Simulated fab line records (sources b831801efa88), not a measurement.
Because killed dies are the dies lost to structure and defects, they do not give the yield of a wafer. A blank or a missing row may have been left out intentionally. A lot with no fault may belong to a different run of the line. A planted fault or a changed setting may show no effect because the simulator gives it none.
Which tool did it? / flow sky130 / Sampling: 13 lots, 39 wafers, 5 of 708 route steps

## WHAT EACH GAUGE READ, for each wafer
Not one reading of a measure or inspect step in the record can be checked against a usual standard deviation.

## WHICH TOOL RAN EACH LOT (tool, then ch and the chambers of the sampled wafers, then the start)
lot=L215; SKY_LI_CONTACT_SPUTTER_19=pvd sputter-02, day 29 15:13; SKY_CONTACT_ETCH_17=rie diel-03 ch 1,2,3, day 32 01:14; SKY_METAL1_SPUTTER_04=pvd sputter-03, day 32 02:43; SKY_VIA1_STRIP_16=plasma asher-02 ch 0,1, day 34 09:22; SKY_PAD_OPEN_PROBE_99=-
lot=L216; SKY_LI_CONTACT_SPUTTER_19=pvd sputter-04, day 29 16:01; SKY_CONTACT_ETCH_17=rie diel-03 ch 0,1,2, day 32 02:25; SKY_METAL1_SPUTTER_04=pvd sputter-04, day 32 03:53; SKY_VIA1_STRIP_16=plasma asher-03 ch 0,1, day 34 10:49; SKY_PAD_OPEN_PROBE_99=-
lot=L220; SKY_LI_CONTACT_SPUTTER_19=pvd sputter-02, day 31 07:43; SKY_CONTACT_ETCH_17=rie diel-01 ch 1,2, day 33 16:38; SKY_METAL1_SPUTTER_04=pvd sputter-03, day 33 18:33; SKY_VIA1_STRIP_16=plasma asher-03 ch 0,1, day 36 01:26; SKY_PAD_OPEN_PROBE_99=-
lot=L219; SKY_LI_CONTACT_SPUTTER_19=pvd sputter-01, day 31 08:13; SKY_CONTACT_ETCH_17=rie diel-02 ch 1,3, day 33 17:16; SKY_METAL1_SPUTTER_04=pvd sputter-03, day 33 19:27; SKY_VIA1_STRIP_16=plasma asher-02 ch 0, day 36 01:47; SKY_PAD_OPEN_PROBE_99=-
lot=L221; SKY_LI_CONTACT_SPUTTER_19=pvd sputter-02, day 31 08:41; SKY_CONTACT_ETCH_17=rie diel-01 ch 1,2, day 33 17:28; SKY_METAL1_SPUTTER_04=pvd sputter-02, day 33 19:45; SKY_VIA1_STRIP_16=plasma asher-04 ch 0,1, day 36 01:52; SKY_PAD_OPEN_PROBE_99=-
lot=L232; SKY_LI_CONTACT_SPUTTER_19=pvd sputter-02, day 35 02:35; SKY_CONTACT_ETCH_17=rie diel-02 ch 2,3, day 37 09:32; SKY_METAL1_SPUTTER_04=pvd sputter-03, day 37 10:58; SKY_VIA1_STRIP_16=plasma asher-02 ch 0,1, day 39 15:48; SKY_PAD_OPEN_PROBE_99=-
lot=L235; SKY_LI_CONTACT_SPUTTER_19=pvd sputter-02, day 35 21:39; SKY_CONTACT_ETCH_17=rie diel-02 ch 0,3, day 38 04:07; SKY_METAL1_SPUTTER_04=pvd sputter-02, day 38 05:32; SKY_VIA1_STRIP_16=plasma asher-02 ch 0,1, day 40 09:22; SKY_PAD_OPEN_PROBE_99=-
lot=L236; SKY_LI_CONTACT_SPUTTER_19=pvd sputter-02, day 36 03:25; SKY_CONTACT_ETCH_17=rie diel-02 ch 0,1, day 38 10:10; SKY_METAL1_SPUTTER_04=pvd sputter-03, day 38 11:35; SKY_VIA1_STRIP_16=plasma asher-04 ch 0,1, day 40 14:59; SKY_PAD_OPEN_PROBE_99=-
lot=L237; SKY_LI_CONTACT_SPUTTER_19=pvd sputter-02, day 36 13:15; SKY_CONTACT_ETCH_17=rie diel-01 ch 1,3, day 38 20:16; SKY_METAL1_SPUTTER_04=pvd sputter-03, day 38 21:44; SKY_VIA1_STRIP_16=plasma asher-02 ch 0,1, day 41 00:26; SKY_PAD_OPEN_PROBE_99=-
lot=L238; SKY_LI_CONTACT_SPUTTER_19=pvd sputter-01, day 36 17:07; SKY_CONTACT_ETCH_17=rie diel-01 ch 1,2, day 38 22:49; SKY_METAL1_SPUTTER_04=pvd sputter-02, day 39 00:17; SKY_VIA1_STRIP_16=plasma asher-02 ch 0,1, day 41 03:26; SKY_PAD_OPEN_PROBE_99=-
lot=L225; SKY_LI_CONTACT_SPUTTER_19=pvd sputter-04, day 38 04:56; SKY_CONTACT_ETCH_17=rie diel-02 ch 0,1,3, day 40 12:58; SKY_METAL1_SPUTTER_04=pvd sputter-03, day 40 14:25; SKY_VIA1_STRIP_16=plasma asher-02 ch 0,1, day 42 20:17; SKY_PAD_OPEN_PROBE_99=prober-02, day 53 17:58
lot=L226; SKY_LI_CONTACT_SPUTTER_19=pvd sputter-02, day 38 14:31; SKY_CONTACT_ETCH_17=rie diel-02 ch 0,2,3, day 40 23:32; SKY_METAL1_SPUTTER_04=pvd sputter-02, day 41 00:58; SKY_VIA1_STRIP_16=plasma asher-02 ch 0,1, day 43 08:17; SKY_PAD_OPEN_PROBE_99=prober-01, day 54 03:44
lot=L230; SKY_LI_CONTACT_SPUTTER_19=pvd sputter-04, day 39 19:50; SKY_CONTACT_ETCH_17=rie diel-02 ch 0,1,2, day 42 03:31; SKY_METAL1_SPUTTER_04=pvd sputter-02, day 42 04:59; SKY_VIA1_STRIP_16=plasma asher-04 ch 0,1, day 44 10:29; SKY_PAD_OPEN_PROBE_99=prober-01, day 55 00:38
- SKY_LI_CONTACT_SPUTTER_19: material Ti, target thk 20 nm, time 106.37 s.
- SKY_CONTACT_ETCH_17: etches SiO2 in C4F8/O2/Ar, stops on Si3N4, target depth 340 nm.
- SKY_METAL1_SPUTTER_04: material TiN, target thk 70 nm, time 58.3 s.
- SKY_VIA1_STRIP_16: strips in O2/N2.
- SKY_PAD_OPEN_PROBE_99

## AS READ BY THE TOOLS THEMSELVES (means over the sampled wafers that have a number; for cases with no such wafer, the mark the record gives instead)
SKY_LI_CONTACT_SPUTTER_19.
lot=L215; tool=pvd sputter-02; throttle valve pct (%)=28.9
lot=L216; tool=pvd sputter-04; throttle valve pct (%)=29.4
lot=L220; tool=pvd sputter-02; throttle valve pct (%)=28.9
lot=L219; tool=pvd sputter-01; throttle valve pct (%)=29.7
lot=L221; tool=pvd sputter-02; throttle valve pct (%)=29.0
lot=L232; tool=pvd sputter-02; throttle valve pct (%)=28.3
lot=L235; tool=pvd sputter-02; throttle valve pct (%)=29.6
lot=L236; tool=pvd sputter-02; throttle valve pct (%)=29.5
lot=L237; tool=pvd sputter-02; throttle valve pct (%)=29.0
lot=L238; tool=pvd sputter-01; throttle valve pct (%)=29.0
lot=L225; tool=pvd sputter-04; throttle valve pct (%)=30.5
lot=L226; tool=pvd sputter-02; throttle valve pct (%)=28.8
lot=L230; tool=pvd sputter-04; throttle valve pct (%)=29.5

SKY_CONTACT_ETCH_17.
lot=L215; tool=rie diel-03; oes product au (a.u.)=0.889
lot=L216; tool=rie diel-03; oes product au (a.u.)=0.892
lot=L220; tool=rie diel-01; oes product au (a.u.)=0.890
lot=L219; tool=rie diel-02; oes product au (a.u.)=0.888
lot=L221; tool=rie diel-01; oes product au (a.u.)=0.890
lot=L232; tool=rie diel-02; oes product au (a.u.)=0.893
lot=L235; tool=rie diel-02; oes product au (a.u.)=0.895
lot=L236; tool=rie diel-02; oes product au (a.u.)=0.891
lot=L237; tool=rie diel-01; oes product au (a.u.)=0.889
lot=L238; tool=rie diel-01; oes product au (a.u.)=0.889
lot=L225; tool=rie diel-02; oes product au (a.u.)=0.895
lot=L226; tool=rie diel-02; oes product au (a.u.)=0.887
lot=L230; tool=rie diel-02; oes product au (a.u.)=0.887

SKY_METAL1_SPUTTER_04.
lot=L215; tool=pvd sputter-03; throttle valve pct (%)=29.5
lot=L216; tool=pvd sputter-04; throttle valve pct (%)=30.4
lot=L220; tool=pvd sputter-03; throttle valve pct (%)=29.6
lot=L219; tool=pvd sputter-03; throttle valve pct (%)=29.8
lot=L221; tool=pvd sputter-02; throttle valve pct (%)=28.6
lot=L232; tool=pvd sputter-03; throttle valve pct (%)=29.1
lot=L235; tool=pvd sputter-02; throttle valve pct (%)=29.0
lot=L236; tool=pvd sputter-03; throttle valve pct (%)=29.9
lot=L237; tool=pvd sputter-03; throttle valve pct (%)=29.7
lot=L238; tool=pvd sputter-02; throttle valve pct (%)=28.9
lot=L225; tool=pvd sputter-03; throttle valve pct (%)=29.5
lot=L226; tool=pvd sputter-02; throttle valve pct (%)=29.4
lot=L230; tool=pvd sputter-02; throttle valve pct (%)=29.4

SKY_VIA1_STRIP_16.
lot=L215; tool=plasma asher-02; drypump motor current A (A)=6.1; oes product au (a.u.)=0.417; strip time to endpoint s (s)=4.455
lot=L216; tool=plasma asher-03; drypump motor current A (A)=5.4; oes product au (a.u.)=0.420; strip time to endpoint s (s)=4.448
lot=L220; tool=plasma asher-03; drypump motor current A (A)=5.4; oes product au (a.u.)=0.416; strip time to endpoint s (s)=4.455
lot=L219; tool=plasma asher-02; drypump motor current A (A)=6.4; oes product au (a.u.)=0.417; strip time to endpoint s (s)=4.453
lot=L221; tool=plasma asher-04; drypump motor current A (A)=5.7; oes product au (a.u.)=0.416; strip time to endpoint s (s)=4.436
lot=L232; tool=plasma asher-02; drypump motor current A (A)=6.3; oes product au (a.u.)=0.419; strip time to endpoint s (s)=4.462
lot=L235; tool=plasma asher-02; drypump motor current A (A)=6.2; oes product au (a.u.)=0.414; strip time to endpoint s (s)=4.457
lot=L236; tool=plasma asher-04; drypump motor current A (A)=5.7; oes product au (a.u.)=0.416; strip time to endpoint s (s)=4.450
lot=L237; tool=plasma asher-02; drypump motor current A (A)=6.1; oes product au (a.u.)=0.413; strip time to endpoint s (s)=4.452
lot=L238; tool=plasma asher-02; drypump motor current A (A)=6.2; oes product au (a.u.)=0.419; strip time to endpoint s (s)=4.464
lot=L225; tool=plasma asher-02; drypump motor current A (A)=6.1; oes product au (a.u.)=0.415; strip time to endpoint s (s)=4.466
lot=L226; tool=plasma asher-02; drypump motor current A (A)=6.1; oes product au (a.u.)=0.424; strip time to endpoint s (s)=4.448
lot=L230; tool=plasma asher-04; drypump motor current A (A)=5.6; oes product au (a.u.)=0.419; strip time to endpoint s (s)=4.457

SKY_PAD_OPEN_PROBE_99.
lot=L225; tool=prober-02; killed_at_M0_to_M3=39; killed_at_M4_up=2.0; killed at contacts=25; killed at front end=22; killed at other=0.3; killed dies=89; killed open=53; killed short=36
lot=L226; tool=prober-01; killed_at_M0_to_M3=42; killed_at_M4_up=4.3; killed at contacts=26; killed at front end=15; killed at other=0.0; killed dies=88; killed open=44; killed short=42
lot=L230; tool=prober-01; killed_at_M0_to_M3=35; killed_at_M4_up=3.7; killed at contacts=20; killed at front end=16; killed at other=1.0; killed dies=75; killed open=40; killed short=34

## THE ANSWER, worked out from the rows above alone
Rule: the lots themselves supply what counts as usual. The widest of any qualifying gaps counts: lots, ordered by their means at a reading, are off when they make up no more than a third of the lots, leave a main group of 4 or more, and stand apart from it by 3 or more times the standard deviation of that group's means. A main group whose means are all the same, to the digits that the tables above print for the reading, isn't used. Also off: a lot with no number at a reading for which 4 or more lots have one. All remaining lots with rows at the step are treated as sound. The gauges are gone through in route order, then the tools' own readings, and for those a lot's mean is taken as printed above. The first step at which some lot is off is used, and at that step the reading that is off furthest; a lot without a number counts as furthest.
No lot is off on any of the readings shown, so nothing can be concluded from this.

## WHAT WAS PUT IN BY THE SIMULATOR
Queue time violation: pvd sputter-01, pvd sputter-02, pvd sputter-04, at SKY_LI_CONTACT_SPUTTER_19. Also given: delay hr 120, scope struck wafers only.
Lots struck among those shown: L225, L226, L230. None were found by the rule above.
